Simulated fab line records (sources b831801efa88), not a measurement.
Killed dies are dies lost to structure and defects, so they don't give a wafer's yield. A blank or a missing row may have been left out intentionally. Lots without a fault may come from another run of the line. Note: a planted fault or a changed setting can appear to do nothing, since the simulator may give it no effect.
fab line records | flow sky130
record: lots: 15 wafers: 45 last_day: 50
route steps=708 shown POLY_GATE@236 LDD_N@254 LDD_HVN@274 LDD_LDN@300
lots that met no fault: from a run of the same line without faults
start_h: hours from the record's opening day to when the first of the lot's shown wafers began | wait_h: hours from the lot's prior step to this one | " identical to the entry in the row above | L1.1+2: a single row standing in for several wafers | - value missing, or start not given | * or withheld: withheld | < > ~ a bound
route shown NAME@n: a module of which the file shows steps, and the number in the route of the first | usual: mean and standard deviation over wafers with no fault | same: alike in all rows | chamber/n: place in a boat | sites: readings site by site | _std_site: the standard deviation of these | _edge_site: mean of outer sites minus mean of inner sites | radius_mm: for every site, how far away it sits from the centre of the wafer | mask NAME#n: copy n | behind: the last tool/chamber to shape the wafer | hold: why the lot was held/for how many hours/how that ended | device: whichever transistor did not switch (one of n, p or np) | end of line: at the end of the route, the tests of the same wafers | for a step that has no rows: nothing shown but its recipe | killed: count of dies lost to structure and defects at first sort (not the wafer's yield) | map: the dies of a wafer, with x for killed, . for not killed, _ for no die there
set.NAME: the run value of the setting; set.NAME@STEP: its run value at that earlier step | model.NAME: the simulator's own value behind a step, which no gauge read
route steps across a sampled set of lots; one table per step, one row per wafer
services: a tool's chamber out of use, with start hour (start_h, from the record's first day; less than 0 if before it), hours out, and reason
== steps ==
step: SKY_POLY_GATE_CD_MEAS_22
usual: cd_nm: 150.2/2.7
columns lot.wafer tool chamber start_h wait_h cd_nm
L838.2 cd_sem-02 - 368.68 0.1 155.8
L838.3 " - " " 147.4
L838.4 " - " " 150.2
L839.2 cd_sem-01 - 374.13 0.1 149.7
L839.4 " - " " 155.5
L839.5 " - " " 152.4
L840.3 cd_sem-02 - 384.57 0.1 150.0
L840.4 " - " " 151.3
L840.6 " - " " 147.1
L841.2 cd_sem-02 - 392.46 0.1 150.3
L841.3 " - " " 146.5
L841.4 " - " " 143.4
L843.3 cd_sem-02 - 413.95 0.1 153.0
L843.5 " - " " 151.0
L843.6 " - " " 149.5
L844.1 cd_sem-01 - 424.47 0.1 150.5
L844.2 " - " " 151.3
L844.4 " - " " 150.0
L845.2 cd_sem-02 - 424.50 0.1 150.3
L845.3 " - " " 152.4
L845.5 " - " " 152.8
L846.1 cd_sem-01 - 443.21 0.1 151.8
L846.5 " - " " 152.6
L846.6 " - " " 151.7
L851.1 cd_sem-01 - 493.99 0.1 152.8
L851.5 " - " " 152.8
L851.6 " - " " 153.1
L852.1 cd_sem-02 - 502.61 0.1 151.9
L852.2 " - " " 144.8
L852.4 " - " " 150.1
L853.1 cd_sem-02 - 506.73 0.1 153.6
L853.2 " - " " 152.7
L853.6 " - " " 152.1
L855.2 cd_sem-01 - 530.44 0.1 150.5
L855.3 " - " " 146.0
L855.5 " - " " 145.9
L858.1 cd_sem-01 - 544.21 0.1 147.6
L858.2 " - " " 147.2
L858.5 " - " " 148.7
L859.1 cd_sem-02 - 549.12 0.1 150.7
L859.4 " - " " 148.4
L859.6 " - " " 146.5
L860.2 cd_sem-02 - 552.33 0.1 151.5
L860.4 " - " " 153.7
L860.5 " - " " 149.9
step: SKY_LDD_N_TW_MEAS_17
usual: LDD_N_TW: 2586/21
columns lot.wafer tool chamber start_h wait_h LDD_N_TW
L838.2 film_metro-01 - 398.86 0.1 2601
L838.3 " - " " 2599
L838.4 " - " " 2603
L839.2 film_metro-03 - 403.86 0.1 2595
L839.4 " - " " 2595
L839.5 " - " " 2591
L840.3 film_metro-03 - 415.22 0.1 2608
L840.4 " - " " 2616
L840.6 " - " " 2612
L841.2 film_metro-01 - 423.21 0.1 2610
L841.3 " - " " 2623
L841.4 " - " " 2588
L843.3 film_metro-03 - 445.12 0.1 2591
L843.5 " - " " 2575
L843.6 " - " " 2591
L845.2 film_metro-01 - 456.18 0.1 2595
L845.3 " - " " 2579
L845.5 " - " " 2581
L844.1 film_metro-01 - 456.47 0.1 2597
L844.2 " - " " 2589
L844.4 " - " " 2585
L846.1 film_metro-03 - 475.22 0.1 2622
L846.5 " - " " 2620
L846.6 " - " " 2608
L851.1 film_metro-02 - 525.76 0.1 2563
L851.5 " - " " 2554
L851.6 " - " " 2556
L852.1 film_metro-03 - 533.97 0.1 2607
L852.2 " - " " 2589
L852.4 " - " " 2598
L853.1 film_metro-01 - 538.55 0.1 2581
L853.2 " - " " 2576
L853.6 " - " " 2579
L855.2 film_metro-02 - 561.53 0.1 2575
L855.3 " - " " 2568
L855.5 " - " " 2577
L858.1 film_metro-02 - 574.95 0.1 2584
L858.2 " - " " 2583
L858.5 " - " " 2575
L859.1 film_metro-03 - 579.87 0.1 2617
L859.4 " - " " 2616
L859.6 " - " " 2628
L860.2 film_metro-02 - 583.16 0.1 2557
L860.4 " - " " 2550
L860.5 " - " " 2553
step: SKY_LDD_HVN_OVL_MEAS_07
usual: LDD_HVN_OVL: 1.7/1.3
columns lot.wafer tool chamber start_h wait_h LDD_HVN_OVL[nm]
L838.2 overlay-01 - 459.17 0.1 0.6
L838.3 " - " " 2.6
L838.4 " - " " 2.0
L839.2 overlay-01 - 464.59 0.1 3.3
L839.4 " - " " 1.8
L839.5 " - " " 0.0
L840.3 overlay-01 - 475.97 0.1 0.5
L840.4 " - " " 1.4
L840.6 " - " " 2.2
L841.2 overlay-01 - 484.61 0.1 1.8
L841.3 " - " " -1.2
L841.4 " - " " -0.3
L843.3 overlay-02 - 507.12 0.1 -0.7
L843.5 " - " " 0.6
L843.6 " - " " 1.2
L845.2 overlay-01 - 516.86 0.1 0.8
L845.3 " - " " 1.8
L845.5 " - " " 1.1
L844.1 overlay-02 - 517.58 0.1 1.3
L844.2 " - " " 1.7
L844.4 " - " " 2.8
L846.1 overlay-01 - 536.10 0.1 2.1
L846.5 " - " " 0.1
L846.6 " - " " 0.1
L851.1 overlay-02 - 585.50 0.1 0.0
L851.5 " - " " 0.1
L851.6 " - " " 3.1
L852.1 overlay-02 - 592.08 0.1 2.7
L852.2 " - " " 2.3
L852.4 " - " " 2.4
L853.1 overlay-01 - 597.48 0.1 0.3
L853.2 " - " " 2.9
L853.6 " - " " 2.0
L855.2 overlay-02 - 619.56 0.1 2.5
L855.3 " - " " 3.3
L855.5 " - " " 2.0
L858.1 overlay-02 - 631.30 0.1 3.2
L858.2 " - " " 1.2
L858.5 " - " " 0.8
L859.1 overlay-01 - 637.95 0.1 3.2
L859.4 " - " " 1.9
L859.6 " - " " 1.6
L860.2 overlay-01 - 641.26 0.1 -0.8
L860.4 " - " " 1.7
L860.5 " - " " 0.4
step: SKY_LDD_LDN_IMPLANT_11
recipe: species: As energy_kev: 15 dose_cm2: 1.25e+13 tilt_deg: withheld rotation_deg: 293
usual: beam_energy_keV: 15.000/0.0049 beam_on_s: 10.01/0.21 implant_ion_amu: 75/0
columns lot.wafer tool chamber start_h wait_h beam_energy_keV beam_on_s implant_ion_amu
L838.2 implanter-02 0 521.24 0.1 14.996 10.04 75
L838.3 " 0 " " 15.002 10.01 75
L838.4 " 0 " " 14.998 10.43 75
L839.2 implanter-01 0 525.51 0.1 14.999 10.05 75
L839.4 " 0 " " 15.003 10.11 75
L839.5 " 0 " " 14.993 9.88 75
L840.3 implanter-02 0 537.77 0.1 15.010 10.12 75
L840.4 " 0 " " 14.998 9.95 75
L840.6 " 0 " " 15.003 10.43 75
L841.2 implanter-02 0 546.64 0.1 15.007 10.20 75
L841.3 " 0 " " 15.001 10.05 75
L841.4 " 0 " " 15.009 9.64 75
L843.3 implanter-03 0 567.70 0.1 15.000 10.20 75
L843.5 " 0 " " 14.994 9.86 75
L843.6 " 0 " " 15.000 9.97 75
L845.2 implanter-02 0 577.54 0.1 15.000 9.37 75
L845.3 " 0 " " 15.000 10.21 75
L845.5 " 0 " " 14.996 10.00 75
L844.1 implanter-02 0 578.62 0.1 15.003 10.10 75
L844.2 " 0 " " 15.007 10.16 75
L844.4 " 0 " " 15.004 10.00 75
L846.1 implanter-03 0 595.62 0.1 15.001 10.19 75
L846.5 " 0 " " 15.005 10.14 75
L846.6 " 0 " " 14.997 9.82 75
L851.1 implanter-02 - 644.35 0.1 - - -
L851.5 " - " " - - -
L851.6 " - " " - - -
L852.1 implanter-03 - 650.12 0.1 - - -
L852.2 " - " " - - -
L852.4 " - " " - - -
L853.1 implanter-02 - 655.42 0.1 - - -
L853.2 " - " " - - -
L853.6 " - " " - - -
L855.2 implanter-01 0 677.35 0.1 15.011 10.02 75
L855.3 " 0 " " 14.995 10.04 75
L855.5 " 0 " " 15.004 10.04 75
L858.1 implanter-03 0 688.77 0.1 14.999 9.79 75
L858.2 " 0 " " 15.002 9.89 75
L858.5 " 0 " " 15.000 10.45 75
L859.1 implanter-03 0 695.20 0.1 14.992 9.85 75
L859.4 " 0 " " 15.007 9.79 75
L859.6 " 0 " " 15.001 9.56 75
L860.2 implanter-03 0 698.13 0.1 15.002 9.73 75
L860.4 " 0 " " 14.998 10.05 75
L860.5 " 0 " " 15.004 10.00 75
step: SKY_LDD_LDN_TW_MEAS_13
usual: LDD_LDN_TW: 1483/11
columns lot.wafer tool chamber start_h wait_h hold LDD_LDN_TW
L838.2 film_metro-01 - 521.48 0.1 - 1496
L838.3 " - " " - 1497
L838.4 " - " " - 1493
L839.2 film_metro-03 - 525.74 0.1 - 1475
L839.4 " - " " - 1480
L839.5 " - " " - 1479
L840.3 film_metro-01 - 537.99 0.1 - 1485
L840.4 " - " " - 1481
L840.6 " - " " - 1483
L841.2 film_metro-02 - 546.88 0.1 - 1478
L841.3 " - " " - 1469
L841.4 " - " " - 1477
L843.3 film_metro-01 - 567.92 0.1 - 1486
L843.5 " - " " - 1481
L843.6 " - " " - 1490
L845.2 film_metro-01 - 577.78 0.1 - 1481
L845.3 " - " " - 1483
L845.5 " - " " - 1483
L844.1 film_metro-03 - 578.87 0.1 - 1498
L844.2 " - " " - 1496
L844.4 " - " " - 1501
L846.1 film_metro-02 - 595.87 0.1 - 1454
L846.5 " - " " - 1471
L846.6 " - " " - 1468
L851.1 film_metro-01 - 644.60 0.1 await_dispo/0.2h/release 1362
L851.5 " - " " await_dispo/0.2h/release 1360
L851.6 " - " " await_dispo/0.2h/release 1363
L851.1 film_metro-01 - 644.83 0.2 - 1365
L851.5 " - " " - 1368
L851.6 " - " " - 1365
L852.1 film_metro-03 - 650.37 0.1 await_dispo/0.2h/release 1370
L852.2 " - " " await_dispo/0.2h/release 1374
L852.4 " - " " await_dispo/0.2h/release 1372
L852.1 film_metro-03 - 650.60 0.2 - 1374
L852.2 " - " " - 1384
L852.4 " - " " - 1370
L853.1 film_metro-02 - 655.67 0.1 await_dispo/0.2h/release 1354
L853.2 " - " " await_dispo/0.2h/release 1351
L853.6 " - " " await_dispo/0.2h/release 1356
L853.1 film_metro-02 - 655.90 0.2 - 1361
L853.2 " - " " - 1350
L853.6 " - " " - 1355
L855.2 film_metro-02 - 677.58 0.1 - 1467
L855.3 " - " " - 1459
L855.5 " - " " - 1458
L858.1 film_metro-01 - 689.02 0.1 - 1486
L858.2 " - " " - 1491
L858.5 " - " " - 1487
L859.1 film_metro-03 - 695.45 0.1 - 1489
L859.4 " - " " - 1502
L859.6 " - " " - 1500
L860.2 film_metro-02 - 698.36 0.1 - 1480
L860.4 " - " " - 1487
L860.5 " - " " - 1472
== services ==
columns tool chamber start_h hours kind
implanter-02 - 529.64 3.6 repair
implanter-01 - 554.39 1.2 repair
implanter-03 - 560.71 4.0 pm
implanter-02 - 566.79 3.7 repair
implanter-02 - 588.57 4.5 repair
implanter-02 - 594.64 7.0 repair
implanter-03 - 596.22 2.2 repair
implanter-01 - 652.42 4.2 pm
== key ==
first_sign: step: SKY_LDD_LDN_IMPLANT_11 reading: tool_record direction: missing
effect: step: SKY_LDD_LDN_TW_MEAS_13 reading: visit direction: added
effect: step: SKY_LDD_LDN_TW_MEAS_13 reading: LDD_LDN_TW direction: down sigmas: 11 usual: 1483 struck: 1363
met_at SKY_LDD_LDN_IMPLANT_11
struck_lots L851,L852,L853
later_rows_left_out L851.1,L851.5,L851.6,L852.1,L852.2,L852.4,L853.1,L853.2,L853.6
sort_left_out L851.1,L851.5,L851.6,L852.1,L852.2,L852.4,L853.1,L853.2,L853.6
tester_left_out L851,L852,L853
not_acting_at SKY_POLY_GATE_CD_MEAS_22,SKY_LDD_N_TW_MEAS_17,SKY_LDD_HVN_OVL_MEAS_07
onset_between 595.62 644.35
fault: kind: skipped_step_whole tool: implanter-02,implanter-03 chamber: - onset_h: 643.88 steps: SKY_LDD_LDN_IMPLANT_11 scope: struck_lots_only
tester_left_out: of these lots the tester's yield and bins aren't shown, on N5 and GAA mostly nor the transistor test; their killed dies are dies lost to structure and defects alone, not to doping, threshold or leakage, so they don't give the yield
sort_left_out: the simulated sort isn't trusted on such a fault, so these wafers' sort isn't shown, and their yield isn't known
later_rows_left_out: the simulator's readings of these wafers behind a module that went badly wrong aren't trusted and aren't shown, but for the sort
